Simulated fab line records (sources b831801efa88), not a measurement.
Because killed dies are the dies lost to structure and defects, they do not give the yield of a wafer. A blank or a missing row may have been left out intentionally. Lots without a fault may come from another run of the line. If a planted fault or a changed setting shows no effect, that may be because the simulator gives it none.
Which tool was responsible?    flow gf180mcu    36 wafers from 12 lots sampled at 3 of the route's 602 steps

WHAT EACH GAUGE READ, for each wafer
GF_V1_CD_MEAS_14: target cd 260 nm. Usual: cd-nm 260.0 nm, standard deviation 1.3.
lot   measured      on         cd-nm (nm)         flag
L474  day 18 18:42  cd-sem-02  260.5 260.4 261.1  
L475  day 18 22:28  cd-sem-02  261.1 260.4 260.7  
L477  day 19 20:44  cd-sem-01  261.1 259.5 261.6  
L481  day 21 07:04  cd-sem-01  259.4 258.8 259.7  
L482  day 21 10:33  cd-sem-01  258.1 258.5 257.8  
L484  day 22 05:42  cd-sem-02  259.0 260.1 260.0  
L485  day 22 17:08  cd-sem-01  260.5 260.9 261.0  
L486  day 23 00:08  cd-sem-01  262.7 261.7 261.5  
L487  day 23 05:14  cd-sem-01  259.6 261.3 260.7  
L493  day 25 04:23  cd-sem-01  260.7 260.4 260.7  
L495  day 25 19:34  cd-sem-02  258.1 259.6 259.1  
L496  day 26 07:09  cd-sem-01  258.7 260.8 260.5  

WHICH TOOL RAN EACH LOT (tool, then ch and the chambers of the sampled wafers, then the start)
lot   GF_HV_LDD_ETCHBACK_58               GF_M1_METAL_ETCH_16
L474  rie-diel-03 ch 0,3, day 13 00:38    rie-metal-01 ch 0, day 17 18:00
L475  rie-diel-03 ch 2,3, day 13 04:17    rie-metal-03 ch 0,1, day 17 21:15
L477  rie-diel-03 ch 1,2,3, day 13 20:25  rie-metal-03 ch 0, day 18 19:18
L481  rie-diel-03 ch 1,2, day 15 05:19    rie-metal-01 ch 0,1, day 20 05:54
L482  rie-diel-02 ch 2,3, day 15 08:08    rie-metal-03 ch 0,1, day 20 09:30
L484  rie-diel-04 ch 0,1,2, day 16 02:28  rie-metal-03 ch 0, day 21 05:09
L485  rie-diel-04 ch 0,2,3, day 16 13:32  rie-metal-02 ch 0,1, day 21 16:57
L486  rie-diel-04 ch 0,2,3, day 16 21:01  rie-metal-02 ch 0, day 21 23:42
L487  rie-diel-04 ch 0,3, day 17 02:00    rie-metal-02 ch 0, day 22 05:07
L493  rie-diel-03 ch 1,2, day 19 03:27    rie-metal-03 ch 0,1, day 24 05:03
L495  rie-diel-02 ch 0,1,2, day 19 21:00  rie-metal-01 ch 0,1, day 24 21:03
L496  rie-diel-02 ch 0,1,3, day 20 11:51  rie-metal-02 ch 0,1, day 25 09:13
- GF_HV_LDD_ETCHBACK_58: etches Si3N4 in CH3F/O2, stops on SiO2, time 100 s, target depth 90 nm.
- GF_M1_METAL_ETCH_16: etches the open film in Cl2/BCl3, stops on SiO2, target depth 750.8 nm, time 125.1 s.

AS READ BY THE TOOLS THEMSELVES (means over the sampled wafers that have a number; for cases with no such wafer, the mark the record gives instead)
GF_HV_LDD_ETCHBACK_58. Usual: bias-w 80.04 W, standard deviation 0.24; drypump-motor-current-A 5.5 A, standard deviation 0.47; oes-product-au 0.843 a.u., standard deviation 0.0069; rf-fwd-power-W 396.9 W, standard deviation 1.4; throttle-valve-pct 10.561 %, standard deviation 0.0096.
lot   tool         bias-w (W)  drypump-motor-current-A (A)  oes-product-au (a.u.)  rf-fwd-power-W (W)  throttle-valve-pct (%)  flag
L474  rie-diel-03  80.07       5.8                          0.842                  397.7               10.559                  
L475  rie-diel-03  80.19       4.9                          0.832                  395.8               10.563                  
L477  rie-diel-03  80.12       5.2                          0.852                  396.6               10.564                  
L481  rie-diel-03  80.11       5.1                          0.839                  395.9               10.560                  
L482  rie-diel-02  80.15       5.4                          0.854                  397.3               10.559                  
L484  rie-diel-04  79.97       5.7                          0.839                  396.2               10.555                  
L485  rie-diel-04  79.59       5.8                          0.844                  397.2               10.562                  
L486  rie-diel-04  80.10       5.8                          0.842                  418.7               10.565                  OFF
L487  rie-diel-04  80.03       6.0                          0.852                  417.6               10.563                  OFF
L493  rie-diel-03  80.11       5.2                          0.844                  397.9               10.564                  
L495  rie-diel-02  79.81       5.8                          0.848                  397.2               10.561                  
L496  rie-diel-02  80.37       5.4                          0.843                  397.2               10.566                  

GF_M1_METAL_ETCH_16. Usual: bcl3-flow-sccm 40.01 sccm, standard deviation 0.12; bias-w 139.9 W, standard deviation 0.37; drypump-motor-current-A 6.0 A, standard deviation 0.36; oes-product-au 0.988 a.u., standard deviation 0.0075; throttle-valve-pct 28.232 %, standard deviation 0.011.
lot   tool          bcl3-flow-sccm (sccm)  bias-w (W)  drypump-motor-current-A (A)  oes-product-au (a.u.)  throttle-valve-pct (%)  flag
L474  rie-metal-01  39.94                  139.8       6.5                          0.984                  28.225                  
L475  rie-metal-03  40.12                  140.1       6.0                          0.990                  28.225                  
L477  rie-metal-03  40.04                  140.0       5.7                          0.986                  28.238                  
L481  rie-metal-01  39.89                  139.7       5.7                          0.986                  28.232                  
L482  rie-metal-03  39.90                  140.1       5.9                          0.991                  28.236                  
L484  rie-metal-03  40.09                  140.0       5.7                          0.986                  28.240                  
L485  rie-metal-02  39.95                  140.3       6.2                          0.995                  28.223                  
L486  rie-metal-02  40.09                  139.6       6.2                          0.994                  28.227                  
L487  rie-metal-02  39.94                  140.0       6.2                          1.001                  28.220                  
L493  rie-metal-03  40.03                  139.5       5.8                          0.987                  28.231                  
L495  rie-metal-01  40.05                  139.8       5.7                          0.977                  28.241                  
L496  rie-metal-02  40.10                  140.2       6.2                          0.997                  28.221                  

THE ANSWER, worked out from the rows above alone
Rule: take the mean of a lot's wafers that have a number; if it is more than 3 standard deviations from the usual mean, the lot is off. A lot without any number at a reading at which 4 lots or more have one is off too. Where the step has rows for the other lots, those lots are counted as sound. Order of review: gauges by route order, followed by the tools' own readings, for which a lot's mean as printed above is used. At the first step where some lot is off, the reading lying furthest off is the one used; lots without a number count as furthest.
Off: L486, L487, at GF_HV_LDD_ETCHBACK_58 (rf-fwd-power-W).
A tool fits if, at that step or a process step before it, it ran every lot that is off, and no sound lot after the first of them. One fits: GF_HV_LDD_ETCHBACK_58 on rie-diel-04. Its last sound lot is L485 (day 16 13:32), its first lot that is off L486 (day 16 21:01): a fault that began between those two fits.
The tool's own readings at GF_HV_LDD_ETCHBACK_58 bear it out: on the lots that are off they differ by more than 5 times the standard deviation of the sound lots' means. rf-fwd-power-W reads 418.1 W there against 396.9 W on the sound lots.

WHAT THE SIMULATOR HAD PUT IN
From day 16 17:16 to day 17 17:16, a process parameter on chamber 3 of rie-diel-04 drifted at GF_HV_LDD_ETCHBACK_58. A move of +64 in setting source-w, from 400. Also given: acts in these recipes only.
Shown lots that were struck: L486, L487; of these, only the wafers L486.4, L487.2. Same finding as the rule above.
